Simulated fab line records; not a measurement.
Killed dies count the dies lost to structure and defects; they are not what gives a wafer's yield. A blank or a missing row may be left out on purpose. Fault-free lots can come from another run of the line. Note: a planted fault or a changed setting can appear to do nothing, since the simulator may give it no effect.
Comparing a struck lot with a sound one || flow gf180mcu || 33 out of 602 route steps
Sound: the wafers L655.2, L655.4, L655.5. Wafers L654.3, L654.4, L654.6 were the ones struck. The cause is named last.
Per side, at each step with rows, come the tool, then ch with its chambers, and then its first start. Under that, the readings that differ: sound wafers || struck wafers || difference of the means || sigmas: that difference in standard deviations of wafers without a fault.
alike: words and numbers the same on both sides, and readings whose means are apart by under 2 such deviations; not compared: readings that were withheld, readings missing a value for some wafer, numbers with overlapping values and no deviation given by the record, and bounds like >300 which may hide the same value.
The two part at a step that has a row with sigmas, a row that says differs or no value, or rows on one side only. Numbers that have no deviation but don't overlap get no sigmas and don't part them. A reading that every wafer of one side lacks parts them only if that side has two wafers or more.

first, 10 steps without rows for these wafers: GF_CONTACT_EXPOSE_11 (exposes mask Contact, target cd 220 nm); GF_CONTACT_PEB_12 (peb time 90 s); GF_CONTACT_DEVELOP_13 (develop time 60 s); GF_CONTACT_ETCH_16 (etches BARC in N2/H2); GF_CONTACT_ETCH_17 (etches SiO2 in C4F8/O2/Ar, stops on CoSi2, target depth 860 nm); GF_CONTACT_STRIP_18 (strips in O2/N2); GF_CONTACT_CLEAN_19 (cleans in SPM); GF_CONTACT_CLEAN_20 (cleans in DIW); GF_CONTACT_CLEAN_21 (cleans in dHF, time 20 s); GF_CONTACT_SPUTTER_22 (material Ti, target thk 15 nm, time 80.02 s).
GF_CONTACT_SPUTTER_23: material TiN, target thk 10 nm, time 40 s.
  sound on pvd_sputter-04 at day 22 17:57; struck on pvd_sputter-02 at day 22 06:02
  alike: throttle_valve_pct
then, 21 steps without rows for these wafers: GF_CONTACT_CVD_24 (deposits W, target thk 300 nm, time 90.339 s); GF_CONTACT_CMP_27 (polishes, stops on SiO2, t overpolish 15 s, target thk 0 nm); GF_M1_SPUTTER_00 (material Ti, target thk 37.5 nm, time 150 s); GF_M1_SPUTTER_01 (material TiN, target thk 30 nm, time 25 s); GF_M1_SPUTTER_02 (material AlCu, target thk 450 nm, time 23.9 s); GF_M1_SPUTTER_03 (material Ti, target thk 10 nm, time 6.7 s); GF_M1_SPUTTER_04 (material TiN, target thk 50 nm, time 41.7 s); GF_M1_DEHYDRATE_07 (time 60 s); GF_M1_HMDS_08 (prime time 60 s); GF_M1_COAT_09 (resist thk 1000 nm); GF_M1_SOFTBAKE_10 (time 60 s); GF_M1_EXPOSE_11 (exposes mask Metal1, target cd 230 nm); GF_M1_PEB_12 (peb time 90 s); GF_M1_DEVELOP_13 (develop time 60 s); GF_M1_METAL_ETCH_16 (etches the open film in Cl2/BCl3, stops on SiO2, target depth 627.5 nm, time 104.6 s); GF_M1_STRIP_17 (strips in O2/N2); GF_M1_STRIP_18 (strips in post etch residue remover, time 1200 s); GF_M1_CLEAN_19 (cleans in DIW); GF_V1_CVD_00 (deposits SiO2, target thk 600 nm, time 100 s); GF_V1_CVD_02 (deposits SiO2 from TEOS, target thk 850 nm, time 94.851 s); GF_V1_CMP_04 (polishes SiO2).
-- the record jumps here: 11 days lie between the struck wafers' starts before and after (it left off in module V1 and takes up again in module PASSIVATION, whose first step shown is number 602 of the route) --
GF_PASSIVATION_PROBE_99:
  record: rows for the struck wafers here (prober-02, day 33 17:13), none for the sound ones

== WHERE THEY PART ==
GF_PASSIVATION_PROBE_99 only, going by this record.

WHY: what the simulator had put in
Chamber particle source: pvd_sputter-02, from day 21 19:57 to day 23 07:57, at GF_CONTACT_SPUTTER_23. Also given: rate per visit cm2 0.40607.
